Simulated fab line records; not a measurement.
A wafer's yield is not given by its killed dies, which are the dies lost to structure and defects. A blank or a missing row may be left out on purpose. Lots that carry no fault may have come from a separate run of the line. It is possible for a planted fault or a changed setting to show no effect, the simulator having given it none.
2 desks looking at one fault + flow gf180mcu + every desk sees just its own numbers, and what lay behind them comes last

TOOL OWNER'S DESK, pecvd-03
The tool's own readings at GF_PASSIVATION_CVD_02 (deposits Si3N4, target thk 700 nm, time 486.18 s): means of the sampled wafers that have a number, for each lot that ran on this tool. Marked OUT: a lot whose mean sits more than 4 standard deviations from the usual mean, which makes it out of limits; the brackets give that distance.
Columns: A = heater-power-w at GF_PASSIVATION_CVD_02, usual 687 W; B = rf-fwd-power-W at GF_PASSIVATION_CVD_02, usual 449.6 W
| lot  | first seen here | A   | B               |
|------|-----------------|-----|-----------------|
| L684 | day 29 04:43    | 712 | 449.3           |
| L688 | day 30 09:13    | 669 | 449.5           |
| L699 | day 33 04:53    | 742 | 330.4 (-85) OUT |
This desk's finding: out of limits on L699; first on L699, day 33 04:53 (rf-fwd-power-W at GF_PASSIVATION_CVD_02). L684, L688 stayed within limits.

THE METROLOGY DESK
Means of the sampled wafers that have a number, per lot and without regard to the tool the lot ran on: this is what the gauges read. Marked OUT: a lot whose mean sits more than 4 standard deviations from the usual mean, which makes it out of limits; the brackets give that distance.
Columns: A = V5_W_THK at GF_V5_THK_MEAS_25, usual 333 nm; B = TOP_METAL_OVL at GF_TOP_METAL_OVL_MEAS_15, usual 0.5 nm; C = PASSIVATION_CVD_02_THK at GF_PASSIVATION_THK_MEAS_03, usual 700 nm
| lot  | first seen here | A   | B    | C              |
|------|-----------------|-----|------|----------------|
| L682 | day 27 12:55    | 336 | 0.4  | 701            |
| L684 | day 28 16:07    | 342 | 0.6  | 703            |
| L685 | day 28 23:00    | 336 | -0.4 | 710            |
| L686 | day 29 04:22    | 331 | 0.7  | 691            |
| L688 | day 29 12:57    | 332 | 1.1  | 702            |
| L690 | day 29 13:56    | 339 | -0.2 | 707            |
| L699 | day 32 11:01    | 331 | -0.1 | 637 (-6.9) OUT |
| L700 | day 32 20:30    | 332 | 2.3  | 701            |
| L701 | day 33 04:21    | 332 | 0.1  | 711            |
| L703 | day 33 14:47    | 333 | 0.0  | 705            |
| L704 | day 33 20:40    | 332 | 0.4  | 691            |
Finding of this desk: L699 out of limits, first seen on L699 at day 33 05:10 (PASSIVATION_CVD_02_THK at GF_PASSIVATION_THK_MEAS_03). L682, L684, L685, L686, L688, L690, L700, L701, L703, L704 stayed within limits.

BROUGHT TOGETHER
An alarm could have come from the tool owner's desk at day 33 04:53, on L699.
Metrology desk: alarm possible at day 33 05:10 on L699.
All the named lots went through GF_PASSIVATION_CVD_02 on pecvd-03.

WHAT THE SIMULATOR PUT IN
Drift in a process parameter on pecvd-03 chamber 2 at GF_PASSIVATION_CVD_02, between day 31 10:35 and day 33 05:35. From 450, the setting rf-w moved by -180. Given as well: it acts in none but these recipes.
Struck lots among those shown: L699.
Counting hours from when the fault started, the first reading out of limits came at 42 for the tool owner's desk and at 43 for the metrology desk.
